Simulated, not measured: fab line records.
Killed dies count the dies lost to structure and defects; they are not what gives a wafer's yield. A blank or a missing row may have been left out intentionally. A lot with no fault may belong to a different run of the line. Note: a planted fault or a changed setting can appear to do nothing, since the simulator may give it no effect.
8D (eight disciplines) problem report, filled in by code -- flow gf180mcu -- the parts of the form that need people (team, actions taken, sign-off) are left out

## 1. WHAT WENT WRONG
Mean of overpolish_run_s at GF_V2_CMP_26: 8.375 s across 6 wafers in 2 lots; on wafers with no fault it is 14.999 s (standard deviation 0.0085). So: -99 or more standard deviations from the usual mean.
The step: polishes, stops on SiO2, t overpolish 15 s, target thk 0 nm.
First seen on wafer L723.2, day 24 19:08, on cmp-01. The record holds 39 wafers of 13 lots with a number at this step. The rule behind "out" and "out of limits": a value lying over 4 standard deviations away from the usual mean. The other wafers with a number count as sound.

## 2. WHAT IT IS; WHAT IT IS NOT
question,is,is not
which readings at this step,overpolish_run_s,"motor_current_A, slurry_filter_dp_kPa, time_to_endpoint_s"
which lots,"L723, L725","L711, L714, L716, L717, L718, L719, L721, L722, L726, L732, L733"
which wafers of those lots,all that have a number,-
read on which tools,cmp-01,cmp-02
when,from day 24 19:08,"up to then (24 sound wafers); but 9 sound wafers of L726, L732, L733 came after"

## 3. SUSPECTS, AND WHAT RULES EACH OUT
Counting: a tool stays on the suspect list if, at a process step up to the reading, it processed all lots that are out and no sound lot following the first of them.
- cmp-01 at GF_V2_CMP_26 (polishes, stops on SiO2, t overpolish 15 s, target thk 0 nm): ruled out as a lasting fault. After its first lot that is out, L723 (day 24 19:08), sound lots L733 ran on it.
Left after counting: nothing in the record.

## 4. THE CAUSE (what the simulator had put in)
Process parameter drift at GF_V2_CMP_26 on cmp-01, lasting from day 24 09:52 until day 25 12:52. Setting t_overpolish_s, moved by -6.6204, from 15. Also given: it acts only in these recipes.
Counting ruled it out, wrongly.

## 5. THE EFFECT CHAIN, in route order
Each row: a reading whose mean over the struck wafers that have a number lies more than 3 standard deviations from the usual. Only readings for which the record gives a usual standard deviation are gone through. hours: the time from each lot's start at the first step in this table that gives one to its start at this step, as a median over the lots. sigmas: the change in usual standard deviations.
hours,step,reading,usual,on struck wafers,change,sigmas
0,GF_V2_CMP_26,overpolish_run_s,14.999 s,8.375,-6.624,-99 or more
Process steps it contains:
- GF_V2_CMP_26: polishes, stops on SiO2, t overpolish 15 s, target thk 0 nm.

## 6. WHAT WOULD HAVE CAUGHT IT SOONER
In this record the first reading out of limits was taken at day 24 19:08, 9 hours after the fault began at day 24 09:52.
